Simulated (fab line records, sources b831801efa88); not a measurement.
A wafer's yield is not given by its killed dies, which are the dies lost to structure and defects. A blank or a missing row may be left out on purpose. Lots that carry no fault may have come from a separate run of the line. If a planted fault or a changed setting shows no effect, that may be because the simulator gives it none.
fab line records | flow sky130
record lots=6 wafers=18 last-day=49
route steps=708 shown VIA2@516 PAD_OPEN@708
lots untouched by any fault: they come from a run of this same line in which no faults occurred
start-h: hours from the record's first day to the start of the lot's first wafer shown | wait-h: how many hours have passed since the lot's step before this one | " unchanged from the row above | L1.1+2: a row that stands for several wafers | - value missing, or start not given | * or withheld: withheld | < > ~ a bound
route shown NAME@n: NAME is a module with steps in the file, n the number in the route of the first one | usual: average and standard deviation across the fault-free wafers | same: alike in all rows | chamber/n: place in a boat | sites: each site's reading | _std_site: their standard deviation | _edge_site: the outer-site mean with the inner-site mean subtracted | radius-mm: for every site, how far away it sits from the centre of the wafer | mask NAME#n: copy n | behind: tool/chamber where the wafer was last shaped | hold: cause of the lot's hold/its duration in hours/its outcome | device: whichever transistor did not switch (one of n, p or np) | end of line: tests run on the same wafers once the route is complete | for a step that has no rows: nothing shown but its recipe | killed: the dies lost at the first sort to structure and to defects; this is not the yield of the wafer | map: dies across one wafer; x = killed, . = not, _ = none there
set.NAME: the run value of the setting; set.NAME@STEP: its run value at that earlier step | model.NAME: the simulator's own value behind a step, which no gauge read
lots seen at some steps along the route; tables by step, rows by wafer
services: a tool's chamber out of use, with start hour (start-h, from the record's first day; less than 0 if before it), hours out, and reason
## steps
# step SKY_VIA2_EXPOSE_09
# recipe mask-id=VIM2 na=0.8 source-shape=annular sigma-inner=0.55 sigma-outer=0.85 target-cd-nm=200 dose-mj=38
# step SKY_VIA2_PEB_10
# recipe peb-temp-c=withheld peb-time-s=withheld resist=KrF-thick
# step SKY_VIA2_DEVELOP_11
# recipe develop-time-s=60 resist=KrF-thick dev-temp-c=21
# step SKY_VIA2_CD_MEAS_12
# recipe target-cd-nm=200
# usual cd-nm=199.8/1.3
# columns lot.wafer tool chamber start-h wait-h cd-nm
L702.2 cd-sem-01 - 865.39 - 197.8
L702.5 " - " " 198.6
L702.6 " - " " 197.8
L703.3 cd-sem-01 - 871.96 - 201.0
L703.4 " - " " 200.3
L703.5 " - " " 201.7
L714.1 cd-sem-01 - 953.62 - 199.1
L714.2 " - " " 200.0
L714.3 " - " " 199.2
L715.1 cd-sem-01 - 959.65 - 199.2
L715.4 " - " " 200.6
L715.5 " - " " 200.4
L716.3 cd-sem-01 - 966.35 - 201.5
L716.5 " - " " 199.1
L716.6 " - " " 199.8
L719.2 cd-sem-01 - 983.59 - 200.8
L719.3 " - " " 201.5
L719.4 " - " " 201.6
# step SKY_VIA2_OVL_MEAS_13
# usual VIA2_OVL=-2/5.8
# columns lot.wafer tool chamber start-h wait-h VIA2_OVL[nm]
L702.2 overlay-02 - 865.50 0.1 -10
L702.5 " - " " 1
L702.6 " - " " -5
L703.3 overlay-02 - 872.05 0.1 -12
L703.4 " - " " -10
L703.5 " - " " -10
L714.1 overlay-02 - 953.74 0.1 -2
L714.2 " - " " 0
L714.3 " - " " -5
L715.1 overlay-02 - 959.77 0.1 -4
L715.4 " - " " -2
L715.5 " - " " -5
L716.3 overlay-02 - 966.45 0.1 -4
L716.5 " - " " -4
L716.6 " - " " -8
L719.2 overlay-01 - 983.70 0.1 -18
L719.3 " - " " -4
L719.4 " - " " -7
# step SKY_VIA2_ETCH_14
# recipe chemistry=N2/H2 target=BARC ion-energy-ev=200 source-w=500 bias-w=100 pressure-mtorr=30 n2-flow-sccm=100 h2-flow-sccm=200 stop-on=SiO2 time-s=45.9 target-depth-a=600
# usual drypump-motor-current-A=5.9/0.48 oes-product-au=0.854/0.005 throttle-valve-pct=13.226/0.01
# columns lot.wafer tool chamber start-h wait-h drypump-motor-current-A oes-product-au rf-hours-counter-h throttle-valve-pct
L702.2 rie-diel-02 2 865.53 0.0 5.4 0.856 10 13.234
L702.5 " 1 " " 6.0 0.852 - 13.235
L702.6 " 0 " " 6.4 0.847 - 13.237
L703.3 rie-diel-02 1 872.08 0.0 6.0 0.855 14 13.228
L703.4 " 0 " " 6.3 0.855 19 13.229
L703.5 " 2 " " 5.4 0.847 - 13.216
L714.1 rie-diel-04 2 953.78 0.0 5.4 0.856 9 13.224
L714.2 " 1 " " 6.6 0.852 4 13.219
L714.3 " 3 " " 6.0 0.848 2 13.219
L715.1 rie-diel-04 1 959.80 0.0 6.6 0.849 4 13.234
L715.4 " 2 " " 5.5 0.857 - 13.228
L715.5 " 1 " " 6.6 0.851 - 13.218
L716.3 rie-diel-02 2 966.47 0.0 5.4 0.857 14 13.213
L716.5 " 1 " " 6.0 0.854 - 13.246
L716.6 " 2 " " 5.4 0.865 - 13.214
L719.2 rie-diel-03 2 983.73 0.0 5.1 0.852 20 13.231
L719.3 " 3 " " 5.9 0.851 18 13.222
L719.4 " 0 " " 6.1 0.851 21 13.223
# step SKY_VIA2_ETCH_15
# recipe target=SiO2 chemistry=C4F8/O2/Ar target-depth-nm=546 stop-on=TiN mask-material=KrF-thick source-w=1500 bias-w=1200 pressure-mtorr=40 c4f8-flow-sccm=withheld O2_flow_sccm=6 Ar_flow_sccm=300 time-s=84
# usual oes-product-au=0.939/0.0042
# columns lot.wafer tool chamber start-h wait-h oes-product-au
L702.2 rie-diel-02 2 865.57 0.0 0.937
L702.5 " 1 " " 0.940
L702.6 " 0 " " 0.938
L703.3 rie-diel-02 1 872.12 0.0 0.941
L703.4 " 0 " " 0.934
L703.5 " 2 " " 0.937
L714.1 rie-diel-04 2 953.82 0.0 0.943
L714.2 " 1 " " 0.946
L714.3 " 3 " " 0.938
L715.1 rie-diel-04 1 959.85 0.0 0.936
L715.4 " 2 " " 0.938
L715.5 " 1 " " 0.938
L716.3 rie-diel-02 2 966.51 0.0 0.938
L716.5 " 1 " " 0.937
L716.6 " 2 " " 0.935
L719.2 rie-diel-03 2 983.77 0.0 0.941
L719.3 " 3 " " 0.934
L719.4 " 0 " " 0.937
# step SKY_VIA2_STRIP_16
# recipe chemistry=O2/N2 power-w=1400 pressure-mtorr=1500 platen-temp-c=withheld o2-flow-sccm=3000 n2-flow-sccm=300 overash-fraction=0.5
# usual drypump-motor-current-A=5.4/0.43 o2-flow-sccm=2999/9 oes-product-au=0.398/0.0047 strip-time-to-endpoint-s=4.041/0.023
# same overash-fraction=0.5
# columns lot.wafer tool chamber start-h wait-h drypump-motor-current-A o2-flow-sccm oes-product-au rf-hours-counter-h strip-time-to-endpoint-s
L702.2 plasma-asher-01 1 865.68 0.1 5.4 2993 0.407 48 4.078
L702.5 " 1 " " 5.4 2989 0.406 - 4.091
L702.6 " 0 " " 4.8 2993 0.402 - 4.038
L703.3 plasma-asher-04 1 872.21 0.1 5.3 3012 0.405 - 4.089
L703.4 " 0 " " 5.1 2988 0.394 - 4.052
L703.5 " 0 " " 5.1 2992 0.408 - 4.068
L714.1 plasma-asher-03 0 953.88 0.0 6.0 3002 0.387 23 4.038
L714.2 " 1 " " 5.9 2983 0.395 23 4.037
L714.3 " 0 " " 6.0 3000 0.397 - 4.069
L715.1 plasma-asher-04 0 959.91 0.0 5.1 2996 0.398 99 4.034
L715.4 " 0 " " 5.1 3010 0.397 - 4.024
L715.5 " 1 " " 5.3 2997 0.398 - 4.023
L716.3 plasma-asher-03 0 966.61 0.1 6.0 3008 0.402 - 4.042
L716.5 " 1 " " 5.9 2989 0.397 - 4.063
L716.6 " 0 " " 6.0 3006 0.391 - 4.025
L719.2 plasma-asher-03 0 983.83 0.0 6.0 2996 0.390 26 4.029
L719.3 " 1 " " 5.8 2992 0.398 - 4.058
L719.4 " 0 " " 6.0 2990 0.399 - 3.993
# step SKY_VIA2_STRIP_17
# recipe chemistry=post-etch-residue-remover time-s=1200 temp-c=72.5
# step SKY_VIA2_CLEAN_18
# recipe chemistry=IPA time-s=180 temp-c=25
# step SKY_VIA2_CLEAN_19
# recipe chemistry=O3/DIW dry=n2-spin
# step SKY_VIA2_SPUTTER_20
# recipe material=TiN target-thk-nm=20 chamber-pressure-pa=5 power-w=4000 time-s=80
# usual throttle-valve-pct=30.2/0.68
# columns lot.wafer tool chamber start-h wait-h throttle-valve-pct
L702.2 pvd-sputter-04 - 866.28 0.0 29.6
L702.5 " - " " 29.7
L702.6 " - " " 30.5
L703.3 pvd-sputter-01 - 872.78 0.0 29.8
L703.4 " - " " 29.0
L703.5 " - " " 30.1
L714.1 pvd-sputter-04 - 954.47 0.0 30.2
L714.2 " - " " 29.7
L714.3 " - " " 29.6
L715.1 pvd-sputter-01 - 960.53 0.0 31.2
L715.4 " - " " 29.5
L715.5 " - " " 31.2
L716.3 pvd-sputter-01 - 967.17 0.0 30.9
L716.5 " - " " 29.6
L716.6 " - " " 31.4
L719.2 pvd-sputter-02 - 984.42 0.0 30.4
L719.3 " - " " 31.3
L719.4 " - " " 30.8
# step SKY_VIA2_CVD_21
# recipe material=W target-thk-nm=420 time-s=126.4 temp-c=400 pressure-torr=40
# usual heater-power-w=898/83
# columns lot.wafer tool chamber start-h wait-h heater-power-w
L702.2 cvd-w-02 1 866.34 0.0 876
L702.5 " 0 " " 787
L702.6 " 1 " " 874
L703.3 cvd-w-01 1 872.88 0.1 1009
L703.4 " 0 " " 839
L703.5 " 0 " " 824
L714.1 cvd-w-02 0 954.53 0.0 856
L714.2 " 1 " " 869
L714.3 " 1 " " 851
L715.1 cvd-w-02 1 960.59 0.0 859
L715.4 " 0 " " 856
L715.5 " 0 " " 857
L716.3 cvd-w-01 1 967.27 0.1 1018
L716.5 " 0 " " 821
L716.6 " 1 " " 1017
L719.2 cvd-w-01 0 984.49 0.0 821
L719.3 " 0 " " 813
L719.4 " 1 " " 1015
# step SKY_VIA2_RS_MEAS_22
# recipe thk-meas-gauge=four-point-probe reads=W_of_VIA2_CVD_21+TiN_of_VIA2_SPUTTER_20
# usual VIA2_W_RS=0.2743/0.0028
# columns lot.wafer tool chamber start-h wait-h VIA2_W_RS[ohm/sq]
L702.2 film-metro-03 - 866.50 0.1 0.2746
L702.5 " - " " 0.2724
L702.6 " - " " 0.2747
L703.3 film-metro-02 - 873.01 0.1 0.2741
L703.4 " - " " 0.2720
L703.5 " - " " 0.2701
L714.1 film-metro-02 - 954.67 0.1 0.3266
L714.2 " - " " 0.2733
L714.3 " - " " 0.2770
L715.1 film-metro-03 - 960.72 0.1 0.2727
L715.4 " - " " 0.3259
L715.5 " - " " 0.3280
L716.3 film-metro-02 - 967.40 0.1 0.2737
L716.5 " - " " 0.2700
L716.6 " - " " 0.2742
L719.2 film-metro-02 - 984.64 0.1 0.2723
L719.3 " - " " 0.2716
L719.4 " - " " 0.2739
# step SKY_VIA2_THK_MEAS_23
# recipe thk-meas-gauge=xrf reads=W_of_VIA2_CVD_21
# usual VIA2_W_THK=394/4.5
# columns lot.wafer tool chamber start-h wait-h VIA2_W_THK[nm]
L702.2 film-metro-03 - 866.61 0.1 399
L702.5 " - " " 401
L702.6 " - " " 399
L703.3 film-metro-02 - 873.11 0.1 396
L703.4 " - " " 396
L703.5 " - " " 401
L714.1 film-metro-02 - 954.79 0.1 345
L714.2 " - " " 394
L714.3 " - " " 389
L715.1 film-metro-03 - 960.84 0.1 399
L715.4 " - " " 345
L715.5 " - " " 345
L716.3 film-metro-02 - 967.50 0.1 393
L716.5 " - " " 397
L716.6 " - " " 395
L719.2 film-metro-02 - 984.75 0.1 396
L719.3 " - " " 397
L719.4 " - " " 392
# step SKY_VIA2_CMP_24
# recipe stop-on=SiO2 t-overpolish-s=20 down-force-psi=3.5 platen-rpm=60 target-thk-nm=0 pad-velocity-m-s=0.94248
# usual head-pressure-psi=3.500/0.0069 motor-current-A=11.5/1.2 overpolish-run-s=20.000/0.009 platen-rpm=60.00/0.042 slurry-filter-dp-kPa=13.50/0.12 time-to-endpoint-s=99.4/2.8
# columns lot.wafer tool chamber start-h wait-h head-pressure-psi motor-current-A overpolish-run-s platen-rpm slurry-filter-dp-kPa time-to-endpoint-s
L702.2 cmp-02 1 866.88 0.3 3.491 13.9 19.999 59.97 13.49 98.1
L702.6 " 3 " " 3.508 11.2 19.995 60.03 13.51 100.3
L702.5 " 0 " " 3.500 12.0 20.004 60.01 13.67 102.3
L703.3 cmp-02 3 873.20 0.1 3.506 11.3 19.996 59.98 13.46 99.3
L703.4 " 0 " " 3.502 12.2 20.007 60.04 13.48 96.5
L703.5 " 2 " " 3.492 11.1 20.001 59.97 13.38 94.9
L714.2 cmp-02 3 954.85 0.0 3.498 10.7 19.993 59.98 13.37 101.8
L714.3 " 0 " " 3.508 12.7 20.009 60.04 13.32 102.2
L714.1 " 1 " " 3.502 13.1 20.006 60.00 13.39 100.4
L715.1 cmp-02 3 961.00 0.1 3.510 10.9 19.985 60.00 13.34 102.1
L715.4 " 0 " " 3.493 12.4 20.007 59.96 13.53 102.5
L715.5 " 1 " " 3.506 13.8 20.006 60.07 13.38 102.4
L716.3 cmp-02 1 967.64 0.1 3.496 13.4 20.018 60.05 13.55 100.6
L716.6 " 3 " " 3.493 11.4 19.997 59.98 13.68 102.7
L716.5 " 0 " " 3.500 12.5 20.002 59.98 13.48 102.5
L719.4 cmp-01 1 984.80 0.0 3.485 11.1 19.996 59.92 13.46 102.2
L719.2 " 2 " " 3.497 9.7 20.002 59.99 13.39 100.7
L719.3 " 3 " " 3.503 11.9 20.006 60.08 13.84 97.7
# step SKY_PAD_OPEN_PROBE_99
# usual defect-limited-yield=82.4/2 killed_at_M0_to_M3=44/6.8 killed_at_M4_up=3.4/2 killed-at-contacts=24/5.2 killed-at-front-end=15/5.2 killed-at-other=0.2/0.46 killed-dies=87/9.8 killed-open=47/7.5 killed-short=39/6.8 sort_bin_3_pad_short=0.8/0.37 sort_bin_5_function=10.5/1.5 sort_bin_6_memory=6.3/1.2 sort-n-pass=405/9.8 sort-yield-pct=82.4/2
# same gross-dies=492 killed-at-back-side=0 sort_bin_4_leakage[%]=0 sort_bin_8_speed[%]=0
# columns lot.wafer tool chamber start-h wait-h defect-limited-yield[%] killed_at_M0_to_M3 killed_at_M4_up killed-at-contacts killed-at-front-end killed-at-other killed-dies killed-open killed-short sort_bin_3_pad_short[%] sort_bin_5_function[%] sort_bin_6_memory[%] sort-n-pass sort-yield-pct[%]
L702.2 prober-02 - 1089.39 0.1 83.9 38 4 21 15 1 79 45 34 1.4 8.9 5.7 413 83.9
L702.5 prober-02 - 1089.54 0.2 80.9 41 1 35 17 0 94 49 45 0.4 11.8 6.9 398 80.9
L702.6 prober-02 - 1089.59 0.2 83.3 48 2 18 14 0 82 48 34 0.6 9.3 6.7 410 83.3
L716.3 prober-02 - 1165.97 0.2 86.4 41 7 12 6 1 67 32 35 0.4 9.1 4.1 425 86.4
L716.5 prober-02 - 1166.07 0.2 83.5 45 2 24 10 0 81 41 40 0.8 9.3 6.3 411 83.5
L716.6 prober-02 - 1166.12 0.2 85.8 43 2 18 7 0 70 33 37 1.2 9.1 3.9 422 85.8
# killed by level:class
L702.2 VIA1:geometric-particle:open=13 CONTACT:geometric-particle:open=9 FIELD_ISO:geometric-particle:open=5 LI_CONTACT:geometric-particle:open=4 CONTACT:geometric-particle:short=4 METAL2:geometric-particle:short=4 VIA2:geometric-particle:short=4 VIA3:geometric-particle:open=4
L702.5 LI_CONTACT:geometric-particle:open=12 VIA1:geometric-particle:open=10 CONTACT:geometric-particle:open=9 CONTACT:geometric-particle:short=6 METAL2:geometric-particle:short=6 VIA2:geometric-particle:open=6 FIELD_ISO:geometric-particle:short=5 POLY_GATE:geometric-particle:short=5
L702.6 VIA1:geometric-particle:open=19 VIA3:geometric-particle:open=9 CONTACT:geometric-particle:short=7 METAL1:geometric-particle:short=6 FIELD_ISO:geometric-particle:short=5 LI_CONTACT:geometric-particle:open=5 VIA2:geometric-particle:open=5 POLY_GATE:geometric-particle:open=3
L716.3 VIA1:geometric-particle:open=11 VIA1:geometric-particle:short=10 VIA3:geometric-particle:open=5 CONTACT:geometric-particle:short=4 LI_CONTACT:geometric-particle:open=4 METAL1:geometric-particle:short=4 VIA2:geometric-particle:open=4 METAL4:geometric-particle:short=4
L716.5 CONTACT:geometric-particle:open=12 VIA1:geometric-particle:short=9 VIA1:geometric-particle:open=8 METAL1:geometric-particle:short=7 METAL2:geometric-particle:short=6 VIA3:geometric-particle:open=6 FIELD_ISO:geometric-particle:short=3 LI_CONTACT:geometric-particle:open=3
L716.6 CONTACT:geometric-particle:open=9 VIA1:geometric-particle:short=8 VIA1:geometric-particle:open=8 METAL1:geometric-particle:short=7 VIA3:geometric-particle:open=5 VIA2:geometric-particle:short=4 METAL3:geometric-particle:short=4 LI_CONTACT:geometric-particle:open=3
## services
# columns tool chamber start-h hours kind
rie-diel-04 3 843.22 - clean
rie-diel-04 3 843.22 20.0 scheduled-down
rie-diel-04 3 843.22 20.0 vent-cycle
cmp-02 - 855.28 5.1 pm
pvd-sputter-02 - 871.06 7.5 repair
cmp-02 - 885.91 0.3 repair
cvd-w-02 - 904.00 14.0 pm
cvd-w-02 0 904.00 14.0 vent-cycle
cvd-w-02 1 904.00 14.0 vent-cycle
rie-diel-04 3 904.88 4.0 repair
cmp-01 - 911.56 3.7 repair
cmp-02 - 912.10 0.3 repair
cmp-01 - 915.25 4.0 pm
cvd-w-02 - 918.00 2.8 pm
pvd-sputter-04 - 929.41 5.0 repair
cmp-02 - 929.83 0.4 repair
pvd-sputter-02 - 934.72 4.6 repair
plasma-asher-03 - 937.74 2.8 pm
rie-diel-03 3 952.39 1.4 repair
rie-diel-04 0 953.94 7.1 repair
cvd-w-02 - 962.57 14.6 pm
rie-diel-04 1 971.05 7.3 repair
rie-diel-04 - 971.57 0.5 repair
rie-diel-04 0 982.91 3.1 repair
## key
first-sign step=SKY_VIA2_RS_MEAS_22 reading=VIA2_W_RS direction=up sigmas=19 usual=0.2743 struck=0.3268
effect step=SKY_VIA2_THK_MEAS_23 reading=VIA2_W_THK direction=down sigmas=11 usual=394 struck=345
met-at SKY_VIA2_CVD_21
struck-wafers L714.1,L715.4,L715.5
onset-between 866.34 954.53
fault kind=site-profile-drift tool=cvd-w-02 chamber=0 onset-h=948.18 steps=SKY_VIA2_CVD_21 basis=fraction max-abs-drift=0.26386 slope-share-per-hr=58.635 site-pattern=0,0,0,0,0,-1,-1,-1,-1
